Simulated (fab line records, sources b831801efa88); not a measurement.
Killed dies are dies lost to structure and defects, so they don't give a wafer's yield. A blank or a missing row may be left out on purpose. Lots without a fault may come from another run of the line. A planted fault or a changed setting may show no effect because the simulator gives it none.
Which tool did it? | flow sky130 | 24 lots, 72 wafers sampled, at 1 step of a route of 708

WHAT THE GAUGES READ, wafer by wafer
SKY_VIA1_BOW_MEAS_03. Usual: VIA1_BOW 79 um, standard deviation 6.8.
lot  | measured     | on            | VIA1_BOW (um) | flag
L075 | day 33 06:48 | film_metro-01 | 83 82 83      |
L074 | day 33 08:37 | film_metro-03 | 75 88 76      |
L076 | day 33 17:56 | film_metro-02 | 75 73 80      |
L077 | day 33 19:49 | film_metro-03 | 74 75 92      |
L078 | day 34 02:26 | film_metro-01 | 71 79 86      |
L079 | day 35 16:13 | film_metro-02 | 82 87 88      |
L081 | day 35 18:09 | film_metro-03 | 80 76 77      |
L080 | day 35 20:29 | film_metro-02 | 71 74 77      |
L084 | day 37 01:23 | film_metro-01 | 68 71 85      |
L083 | day 37 03:37 | film_metro-02 | 71 76 67      |
L082 | day 37 06:19 | film_metro-03 | 82 68 78      |
L086 | day 37 19:41 | film_metro-02 | 84 71 71      |
L085 | day 38 03:30 | film_metro-03 | 83 76 77      |
L087 | day 38 05:57 | film_metro-01 | 85 81 76      |
L088 | day 38 11:44 | film_metro-03 | 70 66 80      |
L090 | day 38 16:42 | film_metro-02 | 73 85 93      |
L089 | day 38 19:19 | film_metro-03 | 74 85 74      |
L092 | day 39 00:50 | film_metro-01 | 86 81 75      |
L091 | day 39 03:59 | film_metro-02 | 89 66 80      |
L094 | day 39 10:25 | film_metro-01 | 79 88 86      |
L093 | day 39 13:41 | film_metro-03 | 85 87 85      |
L096 | day 39 17:49 | film_metro-02 | 77 89 77      |
L095 | day 39 20:45 | film_metro-01 | 78 66 78      |
L097 | day 40 03:21 | film_metro-03 | 85 84 83      |

WHICH TOOL RAN EACH LOT (tool, then ch and the chambers of the sampled wafers, then the start)
The record holds no process step before these readings.

WHAT THE TOOLS THEMSELVES READ (means of the sampled wafers that have a number; where no wafer has one, the mark that the record gives instead)
The record holds no such reading with a usual standard deviation.

THE ANSWER, worked out from the rows above alone
Rule: a lot is off if the mean of its wafers that have a number lies more than 3 standard deviations from the usual mean. A lot without any number at a reading at which 4 lots or more have one is off too. The other lots that the step has rows for count as sound. The gauges are gone through in route order, then the tools' own readings, and for those a lot's mean is taken as printed above. The first step at which some lot is off is used, and at that step the reading that is off furthest; a lot without a number counts as furthest.
No lot is off at any reading shown: from this, nothing can be told.

WHAT THE SIMULATOR HAD PUT IN
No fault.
